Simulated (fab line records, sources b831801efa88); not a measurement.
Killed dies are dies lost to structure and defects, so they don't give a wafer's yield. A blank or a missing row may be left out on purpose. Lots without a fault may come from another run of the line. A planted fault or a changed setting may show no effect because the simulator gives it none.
Which tool did it? | flow sky130 | 11 lots, 33 wafers sampled, at 1 step of a route of 708

WHAT THE GAUGES READ, wafer by wafer
SKY_LI_CONTACT_THK_MEAS_01.
lot  | measured     | on            | LI_CONTACT_HDPCVD_THK (nm)
L828 | day 28 00:26 | film_metro-04 | 883 909 913
L830 | day 28 14:35 | film_metro-04 | 907 923 908
L831 | day 29 11:22 | film_metro-04 | 912 925 909
L833 | day 30 06:37 | film_metro-02 | 886 886 892
L835 | day 30 20:37 | film_metro-02 | 907 887 894
L836 | day 31 08:55 | film_metro-02 | 910 914 914
L837 | day 31 15:34 | film_metro-03 | 904 917 905
L838 | day 31 19:07 | film_metro-03 | 905 910 915
L841 | day 32 15:25 | film_metro-02 | 901 899 902
L840 | day 32 15:49 | film_metro-04 | 881 907 907
L842 | day 33 00:07 | film_metro-02 | 917 889 902

WHICH TOOL RAN EACH LOT (tool, then ch and the chambers of the sampled wafers, then the start)
The record holds no process step before these readings.

THE ANSWER, worked out from the rows above alone
Rule: what is usual is taken from the lots themselves. Put in order of their means at a reading, lots are off if they are a third of the lots or fewer, leave a main group of 4 or more, and stand apart from it by a gap of 3 or more times the standard deviation of the main group's means; of several such gaps the widest counts. A main group whose means are all the same, to the digits that the tables above print for the reading, isn't used. A lot without any number at a reading at which 4 lots or more have one is off too. The other lots that the step has rows for count as sound.
No lot is off at any reading shown: from this, nothing can be told.

WHAT THE SIMULATOR HAD PUT IN
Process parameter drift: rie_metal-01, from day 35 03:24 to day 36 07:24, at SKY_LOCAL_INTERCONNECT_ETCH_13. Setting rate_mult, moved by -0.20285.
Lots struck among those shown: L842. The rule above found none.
